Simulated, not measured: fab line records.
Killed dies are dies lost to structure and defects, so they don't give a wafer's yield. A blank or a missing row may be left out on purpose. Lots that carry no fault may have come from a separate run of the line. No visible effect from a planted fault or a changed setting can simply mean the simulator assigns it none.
Split-lot trial || flow gf180mcu || 23 wafers read across 5 lots, on a route 602 steps long

THE SPLIT ITSELF
At GF_CONTACT_CMP_04 (polishes SiO2), the setting leave-above-ref-nm was moved away from the recipe's 560 nm on 9 of the 23 wafers read, by -3.5% to +7.4%. This setting was run at the recipe's value on the other wafers.

FROM THE SPLIT ON TO THE READING: in between, the file shows 1 step
- GF_CONTACT_ETCH_16: etches BARC in N2/H2 (also split here: ion-energy-ev)

THE READING
CONTACT.feature-depth-nm (the simulator's own value, which no gauge read), in nm, at GF_CONTACT_ETCH_17 (etches SiO2 in C4F8/O2/Ar, stops on CoSi2, target depth 860 nm). The file gives no usual value for it. The 14 wafers here that ran the recipe average 856.0 nm, standard deviation 3.8 nm.

{"wafer": "L074.2", "tool, chamber at the split": "cmp-02, 1", "leave-above-ref-nm as run, nm": 560, "against the recipe": "recipe", "CONTACT.feature-depth-nm, nm": 855.3, "against lot-mates on the recipe": "-"}
{"wafer": "L074.3", "tool, chamber at the split": "cmp-02, 0", "leave-above-ref-nm as run, nm": 540.4, "against the recipe": "-3.5%", "CONTACT.feature-depth-nm, nm": 836.8, "against lot-mates on the recipe": -18.6}
{"wafer": "L074.4", "tool, chamber at the split": "cmp-02, 2", "leave-above-ref-nm as run, nm": 560, "against the recipe": "recipe", "CONTACT.feature-depth-nm, nm": 856, "against lot-mates on the recipe": "-"}
{"wafer": "L074.5", "tool, chamber at the split": "cmp-02, 3", "leave-above-ref-nm as run, nm": 560, "against the recipe": "recipe", "CONTACT.feature-depth-nm, nm": 855, "against lot-mates on the recipe": "-"}
{"wafer": "L074.6", "tool, chamber at the split": "cmp-02, 0", "leave-above-ref-nm as run, nm": 540.4, "against the recipe": "-3.5%", "CONTACT.feature-depth-nm, nm": 833.7, "against lot-mates on the recipe": -21.7}
{"wafer": "L076.1", "tool, chamber at the split": "cmp-02, 1", "leave-above-ref-nm as run, nm": 560, "against the recipe": "recipe", "CONTACT.feature-depth-nm, nm": 854.6, "against lot-mates on the recipe": "-"}
{"wafer": "L076.3", "tool, chamber at the split": "cmp-02, 3", "leave-above-ref-nm as run, nm": 560, "against the recipe": "recipe", "CONTACT.feature-depth-nm, nm": 848.4, "against lot-mates on the recipe": "-"}
{"wafer": "L076.6", "tool, chamber at the split": "cmp-02, 1", "leave-above-ref-nm as run, nm": 560, "against the recipe": "recipe", "CONTACT.feature-depth-nm, nm": 851.8, "against lot-mates on the recipe": "-"}
{"wafer": "L077.1", "tool, chamber at the split": "cmp-02, 2", "leave-above-ref-nm as run, nm": 560, "against the recipe": "recipe", "CONTACT.feature-depth-nm, nm": 862.3, "against lot-mates on the recipe": "-"}
{"wafer": "L077.2", "tool, chamber at the split": "cmp-02, 1", "leave-above-ref-nm as run, nm": 560, "against the recipe": "recipe", "CONTACT.feature-depth-nm, nm": 853.5, "against lot-mates on the recipe": "-"}
{"wafer": "L077.4", "tool, chamber at the split": "cmp-02, 0", "leave-above-ref-nm as run, nm": 560, "against the recipe": "recipe", "CONTACT.feature-depth-nm, nm": 855.8, "against lot-mates on the recipe": "-"}
{"wafer": "L077.5", "tool, chamber at the split": "cmp-02, 1", "leave-above-ref-nm as run, nm": 601.2, "against the recipe": "+7.4%", "CONTACT.feature-depth-nm, nm": 895.9, "against lot-mates on the recipe": "+38.7"}
{"wafer": "L077.6", "tool, chamber at the split": "cmp-02, 0", "leave-above-ref-nm as run, nm": 601.2, "against the recipe": "+7.4%", "CONTACT.feature-depth-nm, nm": 898.1, "against lot-mates on the recipe": "+40.9"}
{"wafer": "L079.2", "tool, chamber at the split": "cmp-01, 1", "leave-above-ref-nm as run, nm": 542.2, "against the recipe": "-3.2%", "CONTACT.feature-depth-nm, nm": 840.5, "against lot-mates on the recipe": -14.0}
{"wafer": "L079.3", "tool, chamber at the split": "cmp-01, 3", "leave-above-ref-nm as run, nm": 560, "against the recipe": "recipe", "CONTACT.feature-depth-nm, nm": 854.7, "against lot-mates on the recipe": "-"}
{"wafer": "L079.4", "tool, chamber at the split": "cmp-01, 2", "leave-above-ref-nm as run, nm": 560, "against the recipe": "recipe", "CONTACT.feature-depth-nm, nm": 854.3, "against lot-mates on the recipe": "-"}
{"wafer": "L079.5", "tool, chamber at the split": "cmp-01, 0", "leave-above-ref-nm as run, nm": 542.2, "against the recipe": "-3.2%", "CONTACT.feature-depth-nm, nm": 837.5, "against lot-mates on the recipe": -17.0}
{"wafer": "L079.6", "tool, chamber at the split": "cmp-01, 1", "leave-above-ref-nm as run, nm": 542.2, "against the recipe": "-3.2%", "CONTACT.feature-depth-nm, nm": 839.9, "against lot-mates on the recipe": -14.6}
{"wafer": "L083.1", "tool, chamber at the split": "cmp-02, 0", "leave-above-ref-nm as run, nm": 560, "against the recipe": "recipe", "CONTACT.feature-depth-nm, nm": 858.3, "against lot-mates on the recipe": "-"}
{"wafer": "L083.2", "tool, chamber at the split": "cmp-02, 1", "leave-above-ref-nm as run, nm": 560, "against the recipe": "recipe", "CONTACT.feature-depth-nm, nm": 861.5, "against lot-mates on the recipe": "-"}
{"wafer": "L083.3", "tool, chamber at the split": "cmp-02, 2", "leave-above-ref-nm as run, nm": 582.4, "against the recipe": "+4.0%", "CONTACT.feature-depth-nm, nm": 880.4, "against lot-mates on the recipe": "+19.7"}
{"wafer": "L083.4", "tool, chamber at the split": "cmp-02, 3", "leave-above-ref-nm as run, nm": 582.4, "against the recipe": "+4.0%", "CONTACT.feature-depth-nm, nm": 880.9, "against lot-mates on the recipe": "+20.2"}
{"wafer": "L083.5", "tool, chamber at the split": "cmp-02, 1", "leave-above-ref-nm as run, nm": 560, "against the recipe": "recipe", "CONTACT.feature-depth-nm, nm": 862.2, "against lot-mates on the recipe": "-"}

FIT RESULTS
A straight line over all 23 wafers: CONTACT.feature-depth-nm changes by +5.66 nm for each +1% of leave-above-ref-nm; r = +0.98; the points scatter about the line by 3.3 nm.
The same after taking each lot's own level away (the mean of its wafers on the recipe; 23 wafers): +5.29 nm for each +1%; r = +0.99; scatter 2.2 nm.
The reading moves by 39 nm for the largest change in leave-above-ref-nm, on that fit.
The span of the lots' own levels, 851.60 to 860.67 nm, comes to 2.4 times the standard deviation stated above.
The two slopes agree, so the slope changes little with the lot-to-lot level.
Check: +39 nm against its lot-mates is what the line predicts for one of the wafers moved furthest among these (+7.4%) when that wafer is left out of the fit. Against them it came out at +38.7 nm.

OTHER SPLITS APPLIED TO THESE WAFERS
These wafers also went through other splits before the reading. Each is held against what the fit with the lots' levels taken away leaves over:
{"other split on the same wafers": "GF_SAB_CVD_00 time-s", "wafers away from the commonest value": 8, "r with CONTACT.feature-depth-nm (lot level and that fit taken away)": "+0.22"}
{"other split on the same wafers": "GF_SAB_DEVELOP_08 dev-temp-c", "wafers away from the commonest value": 9, "r with CONTACT.feature-depth-nm (lot level and that fit taken away)": -0.18}
{"other split on the same wafers": "GF_SAB_ETCH_11 bias-w", "wafers away from the commonest value": 7, "r with CONTACT.feature-depth-nm (lot level and that fit taken away)": "+0.13"}
{"other split on the same wafers": "GF_SALICIDE_SPUTTER_03 time-s", "wafers away from the commonest value": 5, "r with CONTACT.feature-depth-nm (lot level and that fit taken away)": "+0.01"}
{"other split on the same wafers": "GF_CONTACT_ETCH_16 ion-energy-ev", "wafers away from the commonest value": 8, "r with CONTACT.feature-depth-nm (lot level and that fit taken away)": -0.07}

THE WHOLE CHAIN: every reading that the file lists as answering this split, in the file's order
{"step": "GF_CONTACT_CMP_04", "what it does": "polishes SiO2", "reading": "SiO2_of_CONTACT_CVD_02.thk-nm (the simulator's own value, which no gauge read)", "change (the file's fit)": "+5.64 nm for each +1% of the setting", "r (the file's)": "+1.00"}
{"step": "GF_CONTACT_ETCH_17", "what it does": "etches SiO2 in C4F8/O2/Ar, stops on CoSi2, target depth 860 nm", "reading": "CONTACT.feature-depth-nm (the simulator's own value, which no gauge read)", "change (the file's fit)": "+5.31 nm for each +1% of the setting", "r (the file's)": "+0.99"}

FILE'S OWN FIT
CONTACT.feature-depth-nm changes by +5.31 nm for each +1% of leave-above-ref-nm, r = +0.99.
